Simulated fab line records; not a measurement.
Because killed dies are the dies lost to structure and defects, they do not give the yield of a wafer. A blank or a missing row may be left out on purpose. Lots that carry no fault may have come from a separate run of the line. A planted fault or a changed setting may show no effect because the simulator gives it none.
Comparing a struck lot with a sound one || flow sky130 || 17 steps out of a route of 708
Sound: the wafers L374.1, L374.2, L374.6. Struck: wafers L384.1, L384.4, L384.5. The cause is named last.
For every step that has rows: the tool of each side, followed by ch and its chambers, followed by its first start. Under that, the readings that differ: sound wafers || struck wafers || difference of the means || sigmas: that difference in standard deviations of wafers without a fault.
alike: a reading whose means differ by less than 2 such deviations, as well as words and numbers matching on both sides. not compared: withheld readings; readings where some wafer has no value; bounds like >300 that might hide an equal value; numbers whose values overlap and for which the record gives no deviation.
A row with sigmas, a row that says differs or no value, or rows on one side alone: a step with any of these is where the two part. Non-overlapping numbers with no deviation appear without sigmas and do not part them. A reading that every wafer of one side lacks parts them only if that side has two wafers or more.

first, 1 step without rows for these wafers: SKY_VT_ADJUST_NCORE_IMPLANT_09.
SKY_VT_ADJUST_NCORE_STRIP_10: strips in O2/N2.
  sound on plasma_asher-04 ch 0,1, day 11 19:53; struck on plasma_asher-02 ch 0,1, day 15 01:23
  alike: drypump_motor_current_A, oes_product_au, strip_time_to_endpoint_s
  not compared: rf_hours_counter_h
SKY_VT_ADJUST_NCORE_TW_MEAS_11:
  sound: film_metro-02 at day 11 19:59; struck: film_metro-03 at day 15 01:29
  alike: VT_ADJUST_NCORE_TW
then, 7 steps without rows for these wafers: SKY_VT_ADJUST_HVTR_DEHYDRATE_00 (time 60 s); SKY_VT_ADJUST_HVTR_HMDS_01 (prime time 60 s); SKY_VT_ADJUST_HVTR_COAT_02 (resist thk 1140 nm); SKY_VT_ADJUST_HVTR_SOFTBAKE_03 (time 60 s); SKY_VT_ADJUST_HVTR_EXPOSE_04 (exposes mask HVTRM, target cd 380 nm); SKY_VT_ADJUST_HVTR_PEB_05; SKY_VT_ADJUST_HVTR_DEVELOP_06 (develop time 60 s).
SKY_VT_ADJUST_HVTR_CD_MEAS_07: target cd 380 nm.
  sound: cd_sem-02 at day 12 21:04; struck: cd_sem-02 at day 16 04:41
  alike: cd_nm
SKY_VT_ADJUST_HVTR_OVL_MEAS_08:
  sound: overlay-01 at day 12 21:13; struck: overlay-01 at day 16 04:48
{"reading": "VT_ADJUST_HVTR_OVL (nm)", "sound": "2.7 3.0 1.9", "struck": "0.0 -0.5 0.5", "difference": -2.5, "sigmas": -2}
SKY_VT_ADJUST_HVTR_IMPLANT_09:
  sound on implanter-02 ch 0, day 12 21:15; struck on implanter-02 ch 0, day 16 04:50
{"reading": "dose_ions_cm2", "sound": "2.0963e+12 2.096e+12 2.095e+12", "struck": "2.884e+12 2.8834e+12 2.8846e+12", "difference": "+7.882e+11", "sigmas": "+99 or more"}
{"reading": "faraday_current_uA", "sound": "11.76 12.18 12.03", "struck": "15.99 16.44 16.56", "difference": "+4.34", "sigmas": "+18"}
SKY_VT_ADJUST_HVTR_STRIP_10: strips in O2/N2.
  sound on plasma_asher-02 ch 0,1, day 12 21:24; struck on plasma_asher-03 ch 0,1, day 16 04:59
  alike: drypump_motor_current_A, oes_product_au, strip_time_to_endpoint_s
  not compared: rf_hours_counter_h
SKY_VT_ADJUST_HVTR_TW_MEAS_11:
  sound: film_metro-03 at day 12 21:30; struck: film_metro-02 at day 16 05:05
{"reading": "VT_ADJUST_HVTR_TW", "sound": "210.2 209.8 210.2", "struck": "229.9 230.4 229.3", "difference": "+19.8", "sigmas": "+18"}
then, 1 step without rows for these wafers: SKY_VT_ADJUST_PCH_DEHYDRATE_00 (time 60 s).
-- the record jumps here: 35 days lie between the struck wafers' starts before and after (it left off in module VT_ADJUST_PCH and takes up again in module PAD_OPEN, whose first step shown is number 708 of the route) --
SKY_PAD_OPEN_PROBE_99:
  sound: prober-02 at day 48 15:48; struck: prober-02 at day 50 21:16
{"reading": "model.etest.pfet_01v8_mvt.drive_ua_um", "sound": "152.8 153.9 153.1", "struck": "170.9 171.7 173.4", "difference": "+18.7", "sigmas": ""}
{"reading": "model.etest.pfet_01v8_mvt.off_log10_a_um", "sound": "-10.91 -10.87 -10.81", "struck": "-8.402 -8.519 -8.61", "difference": "+2.353", "sigmas": ""}
{"reading": "model.etest.pfet_01v8_mvt.vt_sat_v (V)", "sound": "-0.584 -0.5904 -0.5842", "struck": "-0.3606 -0.3657 -0.3618", "difference": "+0.2235", "sigmas": ""}
{"reading": "model.etest.pfet_01v8_mvt.vt_v (V)", "sound": "-0.6715 -0.6786 -0.6711", "struck": "-0.4755 -0.475 -0.4716", "difference": "+0.1997", "sigmas": ""}
{"reading": "model.etest.pfet_01v8_mvt.vt_long_v (V)", "sound": "-0.8811 -0.8853 -0.8786", "struck": "-0.7106 -0.7075 -0.704", "difference": "+0.1743", "sigmas": ""}
{"reading": "model.etest.pfet_01v8_mvt.body_rise_v (V)", "sound": "-0.1845 -0.1817 -0.1863", "struck": "-0.2107 -0.2092 -0.2106", "difference": -0.0260, "sigmas": ""}
  alike: killed_at_M0_to_M3, killed_at_M4_up, killed_at_contacts, killed_at_front_end, killed_at_other, killed_dies, killed_open, killed_short

WHERE THEY PART
First at SKY_VT_ADJUST_HVTR_OVL_MEAS_08; last, within this record, at SKY_VT_ADJUST_HVTR_TW_MEAS_11. Later steps at which nothing parts them and some readings are alike: SKY_PAD_OPEN_PROBE_99.

WHY: what the simulator had put in
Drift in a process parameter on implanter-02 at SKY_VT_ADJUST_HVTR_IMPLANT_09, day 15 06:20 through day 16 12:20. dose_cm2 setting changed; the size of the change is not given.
